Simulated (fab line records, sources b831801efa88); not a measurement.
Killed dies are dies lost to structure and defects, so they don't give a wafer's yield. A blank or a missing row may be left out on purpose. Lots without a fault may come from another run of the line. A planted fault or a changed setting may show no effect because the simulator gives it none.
A struck lot beside a sound one | flow sky130 | 26 steps out of a route of 708
Sound: wafers L675.2, L675.4, L675.6. Struck: wafers L683.1, L683.6. The cause comes at the end.
At each step with rows: each side's tool, then ch and its chambers, then its first start. Under that, the readings that differ: sound wafers | struck wafers | difference of the means | sigmas: that difference in standard deviations of wafers without a fault.
alike: readings whose means differ by less than 2 such deviations, and words and numbers that are the same on both sides. not compared: withheld readings, readings that some wafer has no value for, bounds like >300 that may hide the same value, and numbers for which the record gives no deviation and whose values overlap.
The two part at a step that has a row with sigmas, a row that says differs or no value, or rows on one side only. Numbers that don't overlap but have no deviation are shown without sigmas and don't part them. A reading that every wafer of one side lacks parts them only if that side has two wafers or more.

first, 9 steps without rows for these wafers: SKY_LI_CONTACT_ETCH_14 (etches BARC in N2/H2, stops on SiO2, time 45.9 s, target depth 60 nm); SKY_LI_CONTACT_ETCH_15 (etches PSG in C4F8/O2/Ar, stops on Si, target depth 600 nm); SKY_LI_CONTACT_STRIP_16 (strips in O2/N2); SKY_LI_CONTACT_CLEAN_17 (cleans in NMP, time 600 s); SKY_LI_CONTACT_PRE_CLEAN_18 (time 5.6 s); SKY_LI_CONTACT_SPUTTER_19 (material Ti, target thk 20 nm, time 106.37 s); SKY_LI_CONTACT_SPUTTER_20 (material TiN, target thk 20 nm, time 80 s); SKY_LI_CONTACT_CVD_21 (deposits W, target thk 400 nm, time 120.56 s); SKY_LI_CONTACT_CMP_24 (polishes, stops on PSG, t overpolish 20 s, target thk 0 nm).
SKY_LOCAL_INTERCONNECT_SPUTTER_00: material TiN, target thk 100 nm, time 83.3 s.
  sound on pvd_sputter-03, day 31 06:28; struck on pvd_sputter-03, day 33 09:14
  reading                                                | sound             | struck      | difference | sigmas
  model.TiN_of_LOCAL_INTERCONNECT_SPUTTER_00.thk_nm (nm) | 100.8 98.32 100.8 | 127.9 127.6 | +27.8      |
  alike: throttle_valve_pct
SKY_LOCAL_INTERCONNECT_RS_MEAS_01: measures by four-point-probe.
  sound on film_metro-04, day 31 06:32; struck on film_metro-04, day 33 09:17
  reading                            | sound             | struck      | difference | sigmas
  LOCAL_INTERCONNECT_TIN_RS (ohm/sq) | 14.04 14.42 14.06 | 10.94 10.98 | -3.21      | -17
SKY_LOCAL_INTERCONNECT_THK_MEAS_02: measures by xrf.
  sound on film_metro-04, day 31 06:39; struck on film_metro-04, day 33 09:25
  reading                         | sound          | struck      | difference | sigmas
  LOCAL_INTERCONNECT_TIN_THK (nm) | 99.0 95.8 98.4 | 125.3 125.9 | +27.9      | +21
then, 9 steps without rows for these wafers: SKY_LOCAL_INTERCONNECT_DEHYDRATE_03 (time 60 s); SKY_LOCAL_INTERCONNECT_HMDS_04 (prime time 60 s); SKY_LOCAL_INTERCONNECT_COAT_05 (resist thk 60 nm); SKY_LOCAL_INTERCONNECT_COAT_06 (resist thk 450 nm); SKY_LOCAL_INTERCONNECT_SOFTBAKE_07 (time 90 s); SKY_LOCAL_INTERCONNECT_EXPOSE_08 (exposes mask LI1M, target cd 170 nm); SKY_LOCAL_INTERCONNECT_PEB_09; SKY_LOCAL_INTERCONNECT_DEVELOP_10 (develop time 60 s); SKY_LOCAL_INTERCONNECT_ETCH_13 (etches BARC in N2/H2, stops on SiO2, time 45.9 s, target depth 60 nm).
SKY_LOCAL_INTERCONNECT_METAL_ETCH_14: etches TiN in Cl2/BCl3, stops on PSG, target depth 110 nm, time 31.4 s.
  sound on rie_metal-02 ch 0,1, day 32 10:29; struck on rie_metal-04 ch 0, day 34 11:53
  reading                | sound                | struck        | difference | sigmas
  oes_product_au (a.u.)  | 0.944 0.931 0.951    | 0.974 0.973   | +0.032     | +4
  throttle_valve_pct (%) | 21.907 21.901 21.920 | 21.882 21.873 | -0.032     | -3
  alike: drypump_motor_current_A
  not compared: rf_hours_counter_h
then, 1 step without rows for these wafers: SKY_LOCAL_INTERCONNECT_STRIP_15 (strips in O2/N2).
SKY_LOCAL_INTERCONNECT_STRIP_16: strips in post etch residue remover, time 1200 s.
  sound on wet_bench-04 ch 3, day 32 10:38; struck on wet_bench-03 ch 3, day 34 12:02
  reading                                                | sound            | struck      | difference | sigmas
  model.TiN_of_LOCAL_INTERCONNECT_SPUTTER_00.thk_nm (nm) | 100.4 97.9 100.4 | 127.5 127.2 | +27.8      |
then, 1 step without rows for these wafers: SKY_LOCAL_INTERCONNECT_CLEAN_17 (cleans in IPA, time 180 s).
-- the record jumps here: 15 days lie between the struck wafers' starts before and after (it left off in module LOCAL_INTERCONNECT and takes up again in module PAD_OPEN, whose first step shown is number 708 of the route) --
SKY_PAD_OPEN_PROBE_99:
  the record has rows for the struck wafers here (prober-02, day 49 04:50) and none for the sound ones

WHERE THEY PART
First at SKY_LOCAL_INTERCONNECT_RS_MEAS_01; last, within this record, at SKY_PAD_OPEN_PROBE_99.

WHY: what the simulator had put in
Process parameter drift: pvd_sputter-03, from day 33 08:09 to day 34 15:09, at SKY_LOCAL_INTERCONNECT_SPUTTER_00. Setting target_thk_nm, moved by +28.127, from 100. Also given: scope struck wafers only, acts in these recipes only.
